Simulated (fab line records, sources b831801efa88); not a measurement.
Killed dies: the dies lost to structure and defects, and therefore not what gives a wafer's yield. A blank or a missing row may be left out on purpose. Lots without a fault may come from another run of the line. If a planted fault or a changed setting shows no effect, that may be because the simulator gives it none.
Chamber matching / flow gf180mcu / GF_PASSIVATION_CVD_00 on pecvd-01: 3 sister chambers
The step deposits SiO2 from TEOS, target thk 1000 nm, time 111.95 s. 18 wafers are shown with their chamber, then 9 later ones without.

== EACH WAFER AND ITS CHAMBER ==
wafer=L075.2; chamber=1; heater power w (W)=623; rf fwd power W (W)=593.9
wafer=L075.3; chamber=0; heater power w (W)=491; rf fwd power W (W)=597.7
wafer=L075.5; chamber=0; heater power w (W)=533; rf fwd power W (W)=594.9
wafer=L079.1; chamber=1; heater power w (W)=659; rf fwd power W (W)=598.0
wafer=L079.4; chamber=2; heater power w (W)=534; rf fwd power W (W)=595.9
wafer=L079.6; chamber=1; heater power w (W)=527; rf fwd power W (W)=599.3
wafer=L078.1; chamber=1; heater power w (W)=622; rf fwd power W (W)=595.9
wafer=L078.4; chamber=0; heater power w (W)=563; rf fwd power W (W)=599.1
wafer=L078.6; chamber=2; heater power w (W)=533; rf fwd power W (W)=596.2
wafer=L081.3; chamber=2; heater power w (W)=667; rf fwd power W (W)=597.5
wafer=L081.4; chamber=1; heater power w (W)=530; rf fwd power W (W)=592.5
wafer=L081.5; chamber=0; heater power w (W)=546; rf fwd power W (W)=599.2
wafer=L087.2; chamber=0; heater power w (W)=536; rf fwd power W (W)=600.5
wafer=L087.3; chamber=1; heater power w (W)=625; rf fwd power W (W)=596.6
wafer=L087.6; chamber=2; heater power w (W)=522; rf fwd power W (W)=597.8
wafer=L088.1; chamber=0; heater power w (W)=541; rf fwd power W (W)=597.4
wafer=L088.2; chamber=1; heater power w (W)=656; rf fwd power W (W)=597.2
wafer=L088.5; chamber=2; heater power w (W)=626; rf fwd power W (W)=594.6

SIGNATURES (means of the wafers above)
reading=heater power w; chamber 0=535.00; chamber 1=606.00; chamber 2=576.40; scatter within a chamber=50.6
reading=rf fwd power W; chamber 0=598.133; chamber 1=596.200; chamber 2=596.400; scatter within a chamber=1.98
Rule: a wafer's distance from a chamber is the root of the sum, over the readings, of the square of ((its reading less the chamber's mean) divided by the reading's scatter). The wafer belongs to the nearest chamber; if the next one is less than 2 further off, it can't be placed. The scatter: the root of (the sum of the squares of (reading less its chamber's mean) over the shown wafers, divided by (wafers less chambers)).

== WAFERS WITH NO CHAMBER GIVEN ==
wafer=L090.1; heater power w (W)=623; rf fwd power W (W)=596.0
wafer=L090.2; heater power w (W)=582; rf fwd power W (W)=598.9
wafer=L090.3; heater power w (W)=646; rf fwd power W (W)=592.9
wafer=L091.2; heater power w (W)=576; rf fwd power W (W)=595.2
wafer=L091.3; heater power w (W)=561; rf fwd power W (W)=597.4
wafer=L091.4; heater power w (W)=567; rf fwd power W (W)=596.5
wafer=L096.1; heater power w (W)=650; rf fwd power W (W)=596.8
wafer=L096.2; heater power w (W)=597; rf fwd power W (W)=595.7
wafer=L096.5; heater power w (W)=456; rf fwd power W (W)=600.1

== CHAMBER TAKEN BY EACH ==
wafer=L090.1; from the rows above=can't be placed: 1 or 2 or 0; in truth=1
wafer=L090.2; from the rows above=can't be placed: 0 or 2 or 1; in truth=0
wafer=L090.3; from the rows above=can't be placed: 1 or 2 or 0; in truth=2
wafer=L091.2; from the rows above=can't be placed: 2 or 1 or 0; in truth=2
wafer=L091.3; from the rows above=can't be placed: 2 or 0 or 1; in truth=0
wafer=L091.4; from the rows above=can't be placed: 2 or 1 or 0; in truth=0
wafer=L096.1; from the rows above=can't be placed: 1 or 2 or 0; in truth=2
wafer=L096.2; from the rows above=can't be placed: 1 or 2 or 0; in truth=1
wafer=L096.5; from the rows above=can't be placed: 0 or 2 or 1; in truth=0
Placed correctly: 0 of 9. From these rows, 9 cannot be placed; in 9 the true chamber is one of the candidates. Number placed wrongly: 0.
